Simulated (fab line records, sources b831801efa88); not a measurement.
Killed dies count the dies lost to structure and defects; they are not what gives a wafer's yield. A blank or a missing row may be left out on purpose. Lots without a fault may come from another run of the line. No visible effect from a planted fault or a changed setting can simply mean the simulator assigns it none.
Struck lot and sound lot, side by side    flow sky130    15 steps out of a route of 708
Sound: these wafers, L741.2, L741.4, L741.6. Wafers L726.1, L726.2, L726.5 were the ones struck. At the end, the cause is stated.
At each step with rows: each side's tool, then ch and its chambers, then its first start. Under that, the readings that differ: sound wafers    struck wafers    difference of the means    sigmas: that difference in standard deviations of wafers without a fault.
alike: same words and numbers on both sides, and readings whose means sit less than 2 such deviations apart. not compared: any withheld reading, any reading some wafer has no value for, any bound like >300 that may hide the same value, and any number with overlapping values for which the record gives no deviation.
The two part at a step that has a row with sigmas, a row that says differs or no value, or rows on one side only. Numbers that have no deviation but don't overlap get no sigmas and don't part them. Lack of a reading on every wafer of one side parts them only where that side has two or more wafers.

SKY_CAPM_SPUTTER_02: material TiN, target thk 200 nm, time 166.7 s.
  sound on pvd-sputter-01, day 42 11:16; struck on pvd-sputter-02, day 37 23:41
  alike: throttle-valve-pct
SKY_CAPM_RS_MEAS_03: measurement is done with a four-point probe.
  sound on film-metro-01, day 42 11:24; struck on film-metro-01, day 37 23:48
  alike: CAPM_TIN_RS
SKY_CAPM_THK_MEAS_04: measures by xrf.
  sound on film-metro-01, day 42 11:31; struck on film-metro-01, day 37 23:55
  alike: CAPM_TIN_THK
then, 7 steps without rows for these wafers: SKY_CAPM_DEHYDRATE_05 (time 60 s); SKY_CAPM_HMDS_06 (prime time 60 s); SKY_CAPM_COAT_07 (resist thk 1140 nm); SKY_CAPM_SOFTBAKE_08 (time 60 s); SKY_CAPM_EXPOSE_09 (exposes mask CAPM, target cd 1000 nm); SKY_CAPM_PEB_10; SKY_CAPM_DEVELOP_11 (develop time 60 s).
SKY_CAPM_OVL_MEAS_12:
  sound on overlay-02, day 43 10:30; struck on overlay-02, day 39 01:11
  alike: CAPM_OVL
SKY_CAPM_METAL_ETCH_13: etches TiN in Cl2/BCl3, stops on SiO2, target depth 220 nm, time 62.9 s.
  sound on rie-metal-01 ch 1, day 43 10:32; struck on rie-metal-04 ch 0,1, day 39 01:13
reading                      sound        struck       difference  sigmas
drypump-motor-current-A (A)  5.1 5.1 5.1  6.6 6.0 6.6  +1.3        +2
  alike: mfc-cl2-sccm, oes-product-au, throttle-valve-pct
  not compared: rf-hours-counter-h
SKY_CAPM_STRIP_14: strips in O2/N2.
  sound on plasma-asher-03 ch 0,1, day 43 10:37; struck on plasma-asher-03 ch 0,1, day 39 01:17
  no value came back on the struck wafers for chamber-pressure-mTorr (mTorr), drypump-motor-current-A (A), oes-product-au (a.u.), strip-time-to-endpoint-s (s); on the sound wafers chamber-pressure-mTorr (mTorr) reads 1498.6 1498.6 1499.7
reading                                    sound  struck             difference  sigmas
model.NOVOLAK_of_CAPM_COAT_07.thk-nm (nm)  0 0 0  990.8 999.7 995.3  +995.3      
  not compared: rf-hours-counter-h
then, 1 step without rows for these wafers: SKY_CAPM_STRIP_15 (strips in post etch residue remover, time 1200 s).
-- the record jumps here: 8 days lie between the struck wafers' starts before and after (it left off in module CAPM and takes up again in module PAD_OPEN, whose first step shown is number 708 of the route) --
SKY_PAD_OPEN_PROBE_99:
  sound on prober-01, day 50 14:09; struck on prober-02, day 47 06:09
reading                   sound           struck          difference  sigmas
defect-limited-yield (%)  80.7 82.1 83.9  0.4 0 0.4       -82.0       -41
killed_at_M0_to_M3        48 47 47        11 6 8          -39         -6
killed-at-contacts        25 24 23        8 3 1           -20         -4
killed-at-front-end       18 11 7         3 2 2           -10         -2
killed-at-other           1 0 0           468 481 477     +475        +99 or more
killed-dies               95 88 79        490 492 490     +403        +42
killed-on-rim             17 26 12        96 96 96        +78         +18
killed-open               53 55 46        13 9 4          -43         -6
killed-short              42 33 33        9 2 9           -29         -4
sort_bin_3_pad_short (%)  0.8 0.8 0.6     26.0 25.6 22.8  +24.1       +50
sort_bin_5_function (%)   13.0 11.8 9.8   70.3 71.1 74.8  +60.5       +38
sort_bin_6_memory (%)     5.5 5.3 5.7     3.3 3.3 2.0     -2.6        -3
sort-n-pass               397 404 413     2 0 2           -403        -42
sort-yield-pct (%)        80.7 82.1 83.9  0.4 0 0.4       -82.0       -41
  alike: killed_at_M4_up

== WHERE THEY PART ==
Last at SKY_PAD_OPEN_PROBE_99 as far as this record goes, first at SKY_CAPM_METAL_ETCH_13.

WHY: what the simulator had put in
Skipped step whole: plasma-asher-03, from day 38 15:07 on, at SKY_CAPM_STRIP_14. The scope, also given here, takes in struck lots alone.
